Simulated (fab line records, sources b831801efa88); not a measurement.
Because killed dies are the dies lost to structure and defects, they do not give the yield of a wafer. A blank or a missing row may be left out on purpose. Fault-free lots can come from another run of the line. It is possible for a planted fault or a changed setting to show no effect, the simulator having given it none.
fab line records	flow gf180mcu
record: lots: 12	wafers: 36	last-day: 35
route steps=602 shown LVPWELL@64 VT_IMPLANT@99 V1@338
lots with no fault: from the same line, run without faults
start-h: start of the lot's first displayed wafer, in hours after the record's first day	wait-h: hours from the lot's prior step to this one	" same as the row above	L1.1+2: a single row standing in for several wafers	- no value, or no start was given	* or withheld: withheld	< > ~ a bound
route shown NAME@n: a module of which the file shows steps, and the number in the route of the first	usual: mean/standard deviation taken from wafers without a fault	same: alike in all rows	chamber/n: place in a boat	sites: each site's reading	_std_site: how widely they spread, as a standard deviation	_edge_site: outer sites' mean less inner sites'	radius-mm: how far each site lies from the wafer's centre	mask NAME#n: copy n	behind: tool/chamber where the wafer was last shaped	hold: what put the lot on hold/how long, in hours/how the hold closed	device: the transistor (n, p or np) that didn't switch	end of line: at the end of the route, the tests of the same wafers	a step given without rows: its recipe and nothing more	killed: dies lost to structure and defects at the first sort, not the wafer's yield	map: a wafer's dies, marking killed ones x, the rest . and places with no die _
set.NAME: the setting that was run; set.NAME@STEP: the one run at that earlier step	model.NAME: the simulator's own value behind a step, which no gauge read
steps of the route over a sample of lots; a table a step, a row a wafer
services: from which hour (start-h, from the record's first day; less than 0 if before it) a tool's chamber was out of use, for how many hours, and why
== steps ==
step: GF_LVPWELL_STRIP_10
recipe: chemistry: O2/N2	power-w: 1400	pressure-mtorr: 1500	platen-temp-c: 250	o2-flow-sccm: 3000	n2-flow-sccm: 300	overash-fraction: 0.5
usual: chamber-pressure-mTorr: 1500.0/1.4	drypump-motor-current-A: 5.7/0.54	heater-power-w: 320/37	o2-flow-sccm: 3001/8.3	oes-product-au: 0.723/0.0044	strip-time-to-endpoint-s: 37.06/0.09
lot.wafer	tool	chamber	start-h	wait-h	chamber-pressure-mTorr	drypump-motor-current-A	heater-power-w	o2-flow-sccm	oes-product-au	rf-hours-counter-h	strip-time-to-endpoint-s
L564.1	plasma-asher-03	0	69.14	0.1	1500.5	5.7	287	2993	0.716	35	37.01
L564.4	"	1	"	"	1498.5	6.6	277	3005	0.719	-	37.03
L564.5	"	1	"	"	1499.0	6.6	275	3005	0.718	-	37.02
L567.1	plasma-asher-01	0	86.57	0.1	1499.8	5.2	331	3004	0.720	44	37.02
L567.3	"	0	"	"	1498.4	5.2	324	2994	0.722	-	36.96
L567.6	"	0	"	"	1499.4	5.2	329	3007	0.724	-	37.00
L572.1	plasma-asher-03	0	112.09	0.1	1499.3	5.7	283	2990	0.727	39	36.98
L572.4	"	1	"	"	1499.6	6.6	276	3005	0.724	-	37.05
L572.5	"	0	"	"	1500.1	5.7	290	2999	0.721	-	37.03
L575.1	plasma-asher-03	1	129.47	0.1	1499.5	6.6	272	3009	0.724	41	36.85
L575.3	"	1	"	"	1500.1	6.6	280	3008	0.727	-	36.94
L575.4	"	0	"	"	1799.7	5.7	291	2988	0.741	-	35.56
L576.1	plasma-asher-03	1	135.24	0.1	1498.6	6.6	279	2991	0.724	42	36.98
L576.3	"	0	"	"	1800.5	5.8	294	3019	0.728	-	35.57
L576.5	"	1	"	"	1499.5	6.6	281	2993	0.727	-	37.01
L577.2	plasma-asher-04	0	139.00	0.1	1496.7	4.9	375	2994	0.726	34	37.09
L577.3	"	0	"	"	1502.7	4.9	386	2996	0.714	-	37.22
L577.5	"	1	"	"	1501.2	5.9	301	2999	0.725	-	37.07
L578.2	plasma-asher-04	1	148.04	0.1	1498.2	5.9	303	2986	0.725	35	36.99
L578.3	"	0	"	"	1498.1	4.9	380	2999	0.718	-	36.97
L578.5	"	0	"	"	1497.3	4.9	388	2997	0.726	-	36.91
L582.2	plasma-asher-01	0	172.17	0.1	1500.2	5.2	320	3015	0.726	5	37.07
L582.3	"	0	"	"	1501.2	5.2	324	3006	0.731	-	37.08
L582.6	"	0	"	"	1498.1	5.2	324	3007	0.714	-	37.26
L583.1	plasma-asher-01	1	179.32	0.1	1499.0	5.7	341	3006	0.722	6	37.21
L583.4	"	0	"	"	1497.8	5.2	324	2998	0.730	-	37.31
L583.5	"	0	"	"	1500.6	5.2	319	3003	0.725	-	37.25
L584.3	plasma-asher-01	1	183.53	0.1	1501.9	5.7	335	3000	0.722	-	37.02
L584.4	"	0	"	"	1498.9	5.2	320	2996	0.726	-	37.00
L584.6	"	0	"	"	1498.2	5.2	318	2994	0.733	-	37.03
L585.2	plasma-asher-04	1	189.47	0.1	1502.4	5.9	309	3023	0.723	39	36.99
L585.3	"	0	"	"	1502.5	4.9	381	2996	0.725	-	37.04
L585.6	"	0	"	"	1499.1	4.9	392	2999	0.721	-	36.99
L587.2	plasma-asher-04	1	202.02	0.1	1500.5	5.9	306	3006	0.723	40	37.04
L587.4	"	1	"	"	1503.4	5.9	304	2992	0.724	-	37.16
L587.5	"	0	"	"	1498.8	4.9	391	3002	0.729	-	37.09
step: GF_VT_IMPLANT_STRIP_09
recipe: chemistry: O2/N2	power-w: 1400	pressure-mtorr: 1500	platen-temp-c: 250	o2-flow-sccm: 3000	n2-flow-sccm: 300	overash-fraction: 0.5
usual: chamber-pressure-mTorr: 1499.9/1.4	drypump-motor-current-A: 5.6/0.44	heater-power-w: 345/48	o2-flow-sccm: 3000/8.1	oes-product-au: 0.716/0.0043	strip-time-to-endpoint-s: 12.65/0.038
lot.wafer	tool	chamber	start-h	wait-h	chamber-pressure-mTorr	drypump-motor-current-A	heater-power-w	o2-flow-sccm	oes-product-au	rf-hours-counter-h	strip-time-to-endpoint-s
L564.1	plasma-asher-02	1	109.75	0.1	1498.9	6.2	296	2981	0.712	49	12.62
L564.4	"	1	"	"	1501.1	6.2	300	2996	0.715	-	12.66
L564.5	"	1	"	"	1500.3	6.2	303	3007	0.712	-	12.61
L567.1	plasma-asher-01	0	130.19	0.1	1501.3	5.2	316	3014	0.713	1	12.67
L567.3	"	0	"	"	1500.4	5.2	314	3005	0.712	-	12.68
L567.6	"	0	"	"	1499.1	5.2	312	2997	0.719	-	12.66
L572.1	plasma-asher-02	1	158.84	0.1	1499.0	6.2	297	2984	0.717	55	12.67
L572.4	"	0	"	"	1497.2	5.7	424	2999	0.710	-	12.69
L572.5	"	0	"	"	1500.4	5.7	427	2999	0.721	-	12.64
L575.1	plasma-asher-02	0	179.59	0.1	1501.1	5.7	421	3014	0.712	57	12.58
L575.3	"	1	"	"	1496.2	6.2	301	3004	0.716	-	12.59
L575.4	"	0	"	"	1500.4	5.7	427	2997	0.715	-	12.63
L576.1	plasma-asher-02	1	186.03	0.1	1501.7	6.2	298	3012	0.711	57	12.65
L576.3	"	1	"	"	1500.0	6.2	293	3007	0.713	-	12.65
L576.5	"	0	"	"	1499.4	5.7	429	3000	0.721	-	12.56
L577.2	plasma-asher-04	1	190.40	0.1	1498.5	5.9	301	2997	0.720	39	12.68
L577.3	"	1	"	"	1497.6	5.9	304	2992	0.723	-	12.65
L577.5	"	0	"	"	1501.4	4.9	370	3001	0.722	-	12.70
L578.2	plasma-asher-02	1	201.24	0.1	1497.9	6.2	295	2995	0.714	59	12.65
L578.3	"	1	"	"	1500.4	6.2	301	2999	0.722	-	12.63
L578.5	"	0	"	"	1500.4	5.7	435	2987	0.716	-	12.65
L582.2	plasma-asher-01	1	229.18	0.1	1499.1	5.7	343	2989	0.717	11	12.61
L582.3	"	1	"	"	1500.0	5.7	343	2995	0.719	-	12.63
L582.6	"	0	"	"	1498.2	5.2	324	2984	0.716	-	12.61
L583.1	plasma-asher-04	0	236.70	0.1	1501.8	4.9	385	2986	0.715	44	12.60
L583.4	"	1	"	"	1500.2	5.9	302	2995	0.720	-	12.62
L583.5	"	0	"	"	1500.0	4.9	391	2994	0.717	-	12.58
L584.3	plasma-asher-02	0	241.28	0.1	1498.3	5.7	419	3001	0.714	-	12.64
L584.4	"	1	"	"	1499.0	6.2	301	2995	0.717	-	12.64
L584.6	"	0	"	"	1500.6	5.7	417	3002	0.715	-	12.68
L585.2	plasma-asher-04	0	248.30	0.1	1500.7	4.9	374	2998	0.709	45	12.74
L585.3	"	1	"	"	1501.6	5.9	296	2994	0.724	-	12.72
L585.6	"	1	"	"	1500.5	5.9	305	3004	0.720	-	12.69
L587.2	plasma-asher-02	0	260.60	0.1	1499.0	5.8	427	3001	0.707	65	12.63
L587.4	"	1	"	"	1497.4	6.2	297	3003	0.712	-	12.60
L587.5	"	0	"	"	1499.4	5.7	420	3010	0.716	-	12.61
step: GF_V1_THK_MEAS_03
recipe: reads: SiO2_of_V1_CVD_02
usual: V1_CVD_02_THK: 848/12
lot.wafer	tool	chamber	start-h	wait-h	V1_CVD_02_THK[nm]
L564.1	film-metro-02	-	397.85	0.0	845
L564.4	"	-	"	"	853
L564.5	"	-	"	"	860
L567.1	film-metro-04	-	430.21	0.0	825
L567.3	"	-	"	"	820
L567.6	"	-	"	"	829
L572.1	film-metro-03	-	473.28	0.0	833
L572.4	"	-	"	"	860
L572.5	"	-	"	"	851
L575.1	film-metro-03	-	501.13	0.1	839
L575.3	"	-	"	"	827
L575.4	"	-	"	"	850
L576.1	film-metro-04	-	511.01	0.0	848
L576.3	"	-	"	"	850
L576.5	"	-	"	"	865
L577.2	film-metro-02	-	518.35	0.0	848
L577.3	"	-	"	"	848
L577.5	"	-	"	"	860
L578.2	film-metro-02	-	528.17	0.0	845
L578.3	"	-	"	"	833
L578.5	"	-	"	"	872
L582.2	film-metro-04	-	558.20	0.0	855
L582.3	"	-	"	"	858
L582.6	"	-	"	"	870
L583.1	film-metro-02	-	564.33	0.0	851
L583.4	"	-	"	"	852
L583.5	"	-	"	"	858
L584.3	film-metro-04	-	573.47	0.1	831
L584.4	"	-	"	"	839
L584.6	"	-	"	"	856
L585.2	film-metro-04	-	580.34	0.1	830
L585.3	"	-	"	"	845
L585.6	"	-	"	"	843
L587.2	film-metro-04	-	603.00	0.0	858
L587.4	"	-	"	"	856
L587.5	"	-	"	"	871
step: GF_V1_ETCH_17
recipe: chemistry: C4F8/O2/Ar	mask-material: KrF	target: SiO2	stop-on: TiN	source-w: 1500	bias-w: 1200	pressure-mtorr: 40	c4f8-flow-sccm: withheld	O2_flow_sccm: 6	Ar_flow_sccm: 300	time-s: withheld	target-depth-a: 6300
usual: oes-product-au: 0.855/0.0043
lot.wafer	tool	chamber	start-h	wait-h	oes-product-au
L564.1	rie-diel-02	2	-	-	0.852
L564.4	"	1	"	"	0.854
L564.5	"	3	"	"	0.853
L567.1	rie-diel-02	1	-	-	0.861
L567.3	"	0	"	"	0.851
L567.6	"	3	"	"	0.855
L572.1	rie-diel-03	3	-	-	0.859
L572.4	"	1	"	"	0.847
L572.5	"	2	"	"	0.858
L575.1	rie-diel-02	1	-	-	0.857
L575.3	"	0	"	"	0.856
L575.4	"	3	"	"	0.860
L576.1	rie-diel-04	1	-	-	0.850
L576.3	"	3	"	"	0.855
L576.5	"	1	"	"	0.856
L577.2	rie-diel-02	0	-	-	0.859
L577.3	"	3	"	"	0.854
L577.5	"	0	"	"	0.859
L578.2	rie-diel-02	0	-	-	0.863
L578.3	"	2	"	"	0.857
L578.5	"	1	"	"	0.860
L582.2	rie-diel-03	2	-	-	0.849
L582.3	"	1	"	"	0.852
L582.6	"	0	"	"	0.854
L583.1	rie-diel-04	1	-	-	0.852
L583.4	"	1	"	"	0.858
L583.5	"	0	"	"	0.863
L584.3	rie-diel-03	2	-	-	0.863
L584.4	"	1	"	"	0.854
L584.6	"	0	"	"	0.858
L585.2	rie-diel-03	0	-	-	0.854
L585.3	"	2	"	"	0.860
L585.6	"	0	"	"	0.858
L587.2	rie-diel-02	1	-	-	0.864
L587.4	"	2	"	"	0.857
L587.5	"	3	"	"	0.857
== services ==
tool	chamber	start-h	hours	kind
rie-diel-02	-	48.87	2.8	pm
rie-diel-02	-	55.08	15.6	pm
plasma-asher-01	-	63.91	1.0	repair
plasma-asher-04	-	69.10	2.2	repair
plasma-asher-02	-	87.36	1.0	repair
plasma-asher-01	-	106.52	1.2	repair
plasma-asher-01	-	108.75	9.0	pm
rie-diel-02	3	127.34	2.6	repair
rie-diel-02	2	221.85	5.5	repair
plasma-asher-02	-	247.39	3.1	repair
rie-diel-02	0	262.03	4.7	repair
plasma-asher-02	-	321.88	1.0	repair
plasma-asher-01	-	338.66	0.6	repair
plasma-asher-02	-	353.94	0.5	repair
rie-diel-02	-	375.89	14.6	pm
plasma-asher-04	-	457.09	2.8	pm
rie-diel-02	2	461.32	8.2	repair
plasma-asher-02	-	477.50	2.8	pm
plasma-asher-04	-	500.32	1.9	repair
plasma-asher-04	-	500.81	3.4	repair
plasma-asher-04	-	516.77	9.2	pm
plasma-asher-02	-	524.55	2.0	repair
plasma-asher-04	-	541.40	2.4	repair
plasma-asher-02	-	610.26	2.8	repair
== key ==
first-sign: step: GF_LVPWELL_STRIP_10	reading: chamber-pressure-mTorr	direction: up	sigmas: 99+	usual: 1500.0	struck: 1800.1
effect: step: GF_LVPWELL_STRIP_10	reading: strip-time-to-endpoint-s	direction: down	sigmas: 17	usual: *	struck: *
met-at GF_LVPWELL_STRIP_10
struck-lots L575,L576
struck-wafers L575.4,L576.3
tester-left-out L575,L576
not-acting-at GF_VT_IMPLANT_STRIP_09,GF_V1_THK_MEAS_03,GF_V1_ETCH_17
onset-between 112.09 129.47
fault: kind: process-parameter-drift	tool: plasma-asher-03	chamber: 0	onset-h: 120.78	steps: GF_LVPWELL_STRIP_10	channel: pressure-mtorr	offset: 300	shape: step	end-h: 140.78	acts-in: these-recipes-only	stated: 1500
tester-left-out: of these lots the tester's yield and bins aren't shown, on N5 and GAA mostly nor the transistor test; their killed dies are dies lost to structure and defects alone, not to doping, threshold or leakage, so they don't give the yield
